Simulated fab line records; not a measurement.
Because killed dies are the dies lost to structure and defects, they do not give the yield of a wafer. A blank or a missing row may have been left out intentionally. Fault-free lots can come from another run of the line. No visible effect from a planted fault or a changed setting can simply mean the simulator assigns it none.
Which tool was responsible? :: flow sfqLine :: 13 lots, 39 wafers sampled, at 3 steps of a route of 325

## WHAT EACH GAUGE READ, for each wafer
SFQ_M1_RS_MEAS_909: the measuring method here is four-point-probe.
lot: L960
measured: day 10 16:38
on: filmMetro-03
M1_NB_RS (ohm/sq): 0.891 0.895 0.897

lot: L961
measured: day 11 03:25
on: filmMetro-01
M1_NB_RS (ohm/sq): 0.873 0.879 0.875

lot: L965
measured: day 12 07:04
on: filmMetro-01
M1_NB_RS (ohm/sq): 0.902 0.897 0.900

lot: L968
measured: day 12 20:16
on: filmMetro-01
M1_NB_RS (ohm/sq): 0.895 1.122 1.120

lot: L969
measured: day 12 23:49
on: filmMetro-03
M1_NB_RS (ohm/sq): 0.863 0.869 0.874

lot: L973
measured: day 14 01:01
on: filmMetro-01
M1_NB_RS (ohm/sq): 0.889 0.891 0.891

lot: L976
measured: day 14 23:07
on: filmMetro-01
M1_NB_RS (ohm/sq): 0.884 0.889 0.874

lot: L977
measured: day 15 07:52
on: filmMetro-02
M1_NB_RS (ohm/sq): 0.905 0.905 0.909

lot: L979
measured: day 15 22:07
on: filmMetro-02
M1_NB_RS (ohm/sq): 0.905 0.898 0.902

lot: L980
measured: day 16 11:16
on: filmMetro-02
M1_NB_RS (ohm/sq): 0.885 0.885 0.892

lot: L981
measured: day 16 14:57
on: filmMetro-02
M1_NB_RS (ohm/sq): 0.896 0.890 0.897

lot: L982
measured: day 16 23:20
on: filmMetro-01
M1_NB_RS (ohm/sq): 0.909 0.894 0.911

lot: L983
measured: day 17 01:41
on: filmMetro-02
M1_NB_RS (ohm/sq): 0.901 0.905 0.912

## EACH LOT AND THE TOOL THAT RAN IT (in order: tool; ch and the chambers of the sampled wafers; start)
lot: L960
SFQ_TRILAYER_L0_STRIP_STRIP_009: rieMetal-01 ch 0,1, day 2 13:57
SFQ_TRILAYER_M1_DEP_SPUTTER_037: pvdSputter-05, day 10 16:32

lot: L961
SFQ_TRILAYER_L0_STRIP_STRIP_009: rieMetal-02 ch 1, day 2 15:09
SFQ_TRILAYER_M1_DEP_SPUTTER_037: pvdSputter-06, day 11 03:20

lot: L965
SFQ_TRILAYER_L0_STRIP_STRIP_009: rieMetal-04 ch 0, day 3 19:28
SFQ_TRILAYER_M1_DEP_SPUTTER_037: pvdSputter-03, day 12 06:56

lot: L968
SFQ_TRILAYER_L0_STRIP_STRIP_009: rieMetal-01 ch 0,1, day 4 10:07
SFQ_TRILAYER_M1_DEP_SPUTTER_037: pvdSputter-03, day 12 20:09

lot: L969
SFQ_TRILAYER_L0_STRIP_STRIP_009: rieMetal-04 ch 0,1, day 4 14:55
SFQ_TRILAYER_M1_DEP_SPUTTER_037: pvdSputter-06, day 12 23:44

lot: L973
SFQ_TRILAYER_L0_STRIP_STRIP_009: rieMetal-04 ch 0,1, day 5 08:55
SFQ_TRILAYER_M1_DEP_SPUTTER_037: pvdSputter-06, day 14 00:56

lot: L976
SFQ_TRILAYER_L0_STRIP_STRIP_009: rieMetal-04 ch 0,1, day 5 20:55
SFQ_TRILAYER_M1_DEP_SPUTTER_037: pvdSputter-06, day 14 22:59

lot: L977
SFQ_TRILAYER_L0_STRIP_STRIP_009: rieMetal-04 ch 0,1, day 5 23:19
SFQ_TRILAYER_M1_DEP_SPUTTER_037: pvdSputter-06, day 15 07:47

lot: L979
SFQ_TRILAYER_L0_STRIP_STRIP_009: rieMetal-01 ch 0,1, day 6 13:58
SFQ_TRILAYER_M1_DEP_SPUTTER_037: pvdSputter-05, day 15 21:59

lot: L980
SFQ_TRILAYER_L0_STRIP_STRIP_009: rieMetal-04 ch 0,1, day 6 19:46
SFQ_TRILAYER_M1_DEP_SPUTTER_037: pvdSputter-03, day 16 11:11

lot: L981
SFQ_TRILAYER_L0_STRIP_STRIP_009: rieMetal-01 ch 0,1, day 7 00:34
SFQ_TRILAYER_M1_DEP_SPUTTER_037: pvdSputter-03, day 16 14:52

lot: L982
SFQ_TRILAYER_L0_STRIP_STRIP_009: rieMetal-02 ch 0,1, day 7 06:46
SFQ_TRILAYER_M1_DEP_SPUTTER_037: pvdSputter-03, day 16 23:12

lot: L983
SFQ_TRILAYER_L0_STRIP_STRIP_009: rieMetal-02 ch 0,1, day 7 08:58
SFQ_TRILAYER_M1_DEP_SPUTTER_037: pvdSputter-05, day 17 01:36
- SFQ_TRILAYER_L0_STRIP_STRIP_009: strips in O2.
- SFQ_TRILAYER_M1_DEP_SPUTTER_037: material Nb, target thk 200 nm, time 133.3 s.

## AS READ BY THE TOOLS THEMSELVES (means over the sampled wafers that have a number; for cases with no such wafer, the mark the record gives instead)
SFQ_TRILAYER_L0_STRIP_STRIP_009.
lot: L960
tool: rieMetal-01
drypumpMotorCurrentA (A): 5.38
oesProductAu (a.u.): 0.997
platenTempC (C): 40.01

lot: L961
tool: rieMetal-02
drypumpMotorCurrentA (A): 5.68
oesProductAu (a.u.): 0.989
platenTempC (C): 40.03

lot: L965
tool: rieMetal-04
drypumpMotorCurrentA (A): 4.86
oesProductAu (a.u.): 1.003
platenTempC (C): 40.05

lot: L968
tool: rieMetal-01
drypumpMotorCurrentA (A): 5.37
oesProductAu (a.u.): 0.999
platenTempC (C): 40.02

lot: L969
tool: rieMetal-04
drypumpMotorCurrentA (A): 5.08
oesProductAu (a.u.): 1.000
platenTempC (C): 39.87

lot: L973
tool: rieMetal-04
drypumpMotorCurrentA (A): 5.07
oesProductAu (a.u.): 0.998
platenTempC (C): 40.00

lot: L976
tool: rieMetal-04
drypumpMotorCurrentA (A): 5.27
oesProductAu (a.u.): 1.000
platenTempC (C): 40.05

lot: L977
tool: rieMetal-04
drypumpMotorCurrentA (A): 5.26
oesProductAu (a.u.): 0.989
platenTempC (C): 39.93

lot: L979
tool: rieMetal-01
drypumpMotorCurrentA (A): 5.35
oesProductAu (a.u.): 1.012
platenTempC (C): 40.09

lot: L980
tool: rieMetal-04
drypumpMotorCurrentA (A): 5.26
oesProductAu (a.u.): 0.990
platenTempC (C): 39.93

lot: L981
tool: rieMetal-01
drypumpMotorCurrentA (A): 5.34
oesProductAu (a.u.): 1.005
platenTempC (C): 39.87

lot: L982
tool: rieMetal-02
drypumpMotorCurrentA (A): 5.55
oesProductAu (a.u.): 0.985
platenTempC (C): 40.02

lot: L983
tool: rieMetal-02
drypumpMotorCurrentA (A): 5.54
oesProductAu (a.u.): 0.999
platenTempC (C): 39.95

SFQ_TRILAYER_M1_DEP_SPUTTER_037.
lot: L960
tool: pvdSputter-05
throttleValvePct (%): 29.7

lot: L961
tool: pvdSputter-06
throttleValvePct (%): 29.1

lot: L965
tool: pvdSputter-03
throttleValvePct (%): 30.3

lot: L968
tool: pvdSputter-03
throttleValvePct (%): 29.0

lot: L969
tool: pvdSputter-06
throttleValvePct (%): 30.3

lot: L973
tool: pvdSputter-06
throttleValvePct (%): 30.5

lot: L976
tool: pvdSputter-06
throttleValvePct (%): 29.5

lot: L977
tool: pvdSputter-06
throttleValvePct (%): 29.1

lot: L979
tool: pvdSputter-05
throttleValvePct (%): 30.7

lot: L980
tool: pvdSputter-03
throttleValvePct (%): 30.4

lot: L981
tool: pvdSputter-03
throttleValvePct (%): 29.0

lot: L982
tool: pvdSputter-03
throttleValvePct (%): 28.3

lot: L983
tool: pvdSputter-05
throttleValvePct (%): 30.1

## THE ANSWER, worked out from the rows above alone
Rule: the lots themselves supply what counts as usual. The widest of any qualifying gaps counts: lots, ordered by their means at a reading, are off when they make up no more than a third of the lots, leave a main group of 4 or more, and stand apart from it by 3 or more times the standard deviation of that group's means. If all means in a main group match to the digits the tables above print for the reading, that group is not used. Also off: a lot with no number at a reading for which 4 or more lots have one. All remaining lots with rows at the step are treated as sound. Order of review: gauges by route order, followed by the tools' own readings, for which a lot's mean as printed above is used. At the first step where some lot is off, the reading lying furthest off is the one used; lots without a number count as furthest.
Off: L968, at SFQ_M1_RS_MEAS_909 (M1_NB_RS). The main group: mean 0.893 ohm/sq, standard deviation 0.012.
A tool fits if, at a process step before that reading, it ran every lot that is off, and no sound lot after the first of them. The gauges at SFQ_M1_RS_MEAS_909 are tried like those tools. Of those tried, none fits.

## WHAT HAD BEEN PUT IN BY THE SIMULATOR
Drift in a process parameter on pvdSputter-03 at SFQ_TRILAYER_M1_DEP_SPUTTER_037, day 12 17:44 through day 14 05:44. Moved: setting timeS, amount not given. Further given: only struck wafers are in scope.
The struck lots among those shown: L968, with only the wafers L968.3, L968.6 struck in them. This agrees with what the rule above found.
